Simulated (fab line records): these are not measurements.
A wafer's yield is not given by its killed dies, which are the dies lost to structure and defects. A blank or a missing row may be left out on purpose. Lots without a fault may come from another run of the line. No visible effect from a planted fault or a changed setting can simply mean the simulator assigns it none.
2 desks looking at one fault    flow gf180mcu    each desk has only its own numbers; what lay behind them comes last

== AT THE TOOL OWNER'S DESK: implanter-01 ==
GF_NWELL_IMPLANT_08, tool's own readings: per-lot mean of the sampled wafers with a number, covering each lot this tool ran. If a lot's mean is further than 4 standard deviations from the usual mean, the lot is out of limits and carries the mark OUT (the distance appears in the brackets).
Columns: A = beam-on-s at GF_NWELL_IMPLANT_08, usual 10.01 s
lot   first seen here  A
L240  day 3 08:18      9.99
L253  day 6 09:11      10.06
L254  day 6 12:37      9.86
This desk found nothing out of limits on any of the 3 lots.

== METROLOGY DESK ==
What the gauges read for every lot (on any tool): the sampled wafers with a number, averaged. If a lot's mean is further than 4 standard deviations from the usual mean, the lot is out of limits and carries the mark OUT (the distance appears in the brackets).
Columns: A = INCOMING_BOW at GF_STI_BOW_MEAS_00, usual -1 um; B = NWELL_RS at GF_VT_IMPLANT_RS_MEAS_47, usual 487.5 ohm/sq; C = HV_LDD_OVL at GF_HV_LDD_OVL_MEAS_08, usual -0.3 nm; D = HV_LDD_CVD_56_THK at GF_HV_LDD_THK_MEAS_57, usual 90.2 nm
lot   first seen here  A   B                 C     D
L240  day 1 10:01      -2  488.0             0.5   89.3
L241  day 1 15:02      6   487.2             -1.0  89.6
L242  day 1 20:04      2   486.8             -0.3  89.1
L243  day 2 01:00      4   488.9             -0.9  90.9
L244  day 2 06:00      -1  488.8             -0.9  90.8
L253  day 4 03:02      -3  492.2 (+4.2) OUT  0.8   90.9
L254  day 4 08:00      4   491.8             0.1   91.3
L255  day 4 13:00      -1  488.2             -1.9  90.0
L258  day 5 04:02      -2  485.7             -1.3  89.4
L259  day 5 09:00      3   488.3             -1.0  90.9
L260  day 5 14:00      -2  487.1             0.1   90.0
L262  day 6 00:01      -2  486.6             1.1   88.0
L263  day 6 05:02      -5  487.4             0.4   90.3
Per this desk, out of limits: L253; the first was L253, day 11 08:23 (NWELL_RS at GF_VT_IMPLANT_RS_MEAS_47). L240, L241, L242, L243, L244, L254, L255, L258, L259, L260, L262, L263 stayed within limits.

== BROUGHT TOGETHER ==
L253 would have let the metrology desk raise an alarm at day 11 08:23.
The tool owner's desk saw nothing out of limits.
On record at the tool owner's desk: L253, within its limits.
Of the lots named, all ran GF_NWELL_IMPLANT_08 on implanter-01.

== WHAT THE SIMULATOR HAD INSERTED ==
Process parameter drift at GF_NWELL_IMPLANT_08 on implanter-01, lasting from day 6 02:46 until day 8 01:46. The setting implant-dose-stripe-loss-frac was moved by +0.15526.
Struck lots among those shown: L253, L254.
Hours from the fault's start to each desk's first reading out of limits: the metrology desk, 126.
